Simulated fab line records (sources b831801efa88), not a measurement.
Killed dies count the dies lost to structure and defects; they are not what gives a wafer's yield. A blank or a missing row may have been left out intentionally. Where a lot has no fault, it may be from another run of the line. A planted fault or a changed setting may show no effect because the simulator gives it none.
The same fault as seen by 2 desks    flow sky130    each desk has only its own numbers; what lay behind them comes last

## THE METROLOGY DESK
What the gauges read for every lot (on any tool): the sampled wafers with a number, averaged. A lot is out of limits, marked OUT, if its mean lies more than 4 standard deviations from the usual mean; the brackets give that distance.
Columns: A = SD_P_TW at SKY_SD_P_TW_MEAS_11, usual 2839; B = SD_P_RS at SKY_SD_N_RS_MEAS_17, usual 146.9 ohm/sq; C = RES_XHIGH_RS at SKY_SD_N_RS_MEAS_18, usual 332.7 ohm/sq; D = CONTACT_BOW at SKY_CONTACT_BOW_MEAS_05, usual 83 um; E = CONTACT_W_RS at SKY_CONTACT_RS_MEAS_25, usual 0.337 ohm/sq
lot   first seen here  A                B      C      D   E
L495  day 25 08:33     2844             147.0  333.6  87  0.335
L498  day 26 13:45     2827             146.4  332.0  87  0.334
L499  day 26 14:24     2810             147.0  332.0  89  0.335
L500  day 27 08:13     2867             146.7  332.0  84  0.335
L501  day 27 21:31     2872             146.8  333.4  75  0.335
L502  day 28 02:48     2833             146.9  333.4  76  0.336
L504  day 29 00:25     2866             146.9  332.5  87  0.335
L507  day 29 16:15     2829             147.1  332.9  75  0.337
L508  day 30 07:17     3004 (+8.7) OUT  -      334.9  79  0.334
L512  day 31 12:01     2993 (+8.1) OUT  -      331.8  85  0.337
L516  day 32 10:20     2842             147.2  332.6  78  0.339
L515  day 32 13:57     2841             147.1  332.6  95  0.339
This desk reports L508, L512 out of limits; the earliest was L508 at day 30 07:17 (SD_P_TW at SKY_SD_P_TW_MEAS_11). In limits: L495, L498, L499, L500, L501, L502, L504, L507, L516, L515.

## TOOL OWNER'S DESK, implanter-03
For each lot that ran on this tool, the mean over its sampled wafers that have a number, from the tool's own readings at SKY_SD_P_IMPLANT_09. A lot is out of limits, marked OUT, if its mean lies more than 4 standard deviations from the usual mean; the brackets give that distance.
Columns: A = beam on s at SKY_SD_P_IMPLANT_09, usual 13.9 s; B = tilt deg at SKY_SD_P_IMPLANT_09, usual 0.001 degrees
lot   first seen here  A     B
L495  day 25 08:18     14.9  0.001
L498  day 26 13:30     14.9  0.001
L499  day 26 14:10     15.2  -0.009
L508  day 30 07:02     15.1  8.582 (+99 or more) OUT
L512  day 31 11:48     15.0  8.572 (+99 or more) OUT
This desk's verdict: out of limits on L508, L512, starting with L508 at day 30 07:02 (tilt deg at SKY_SD_P_IMPLANT_09). In limits: L495, L498, L499.

## ALL TOGETHER
The tool owner's desk had the chance to raise an alarm at day 30 07:02 on L508, L512.
At day 30 07:17 the metrology desk could have sounded an alarm, on L508, L512.
On implanter-03, each named lot ran SKY_SD_P_IMPLANT_09.

## WHAT WAS PUT IN BY THE SIMULATOR
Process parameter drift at SKY_SD_P_IMPLANT_09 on implanter-03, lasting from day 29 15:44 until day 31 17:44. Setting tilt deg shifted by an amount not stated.
Shown lots that were struck: L508, L512.
Hours from the fault's start to each desk's first reading out of limits: the tool owner's desk, 15; the metrology desk, 16.
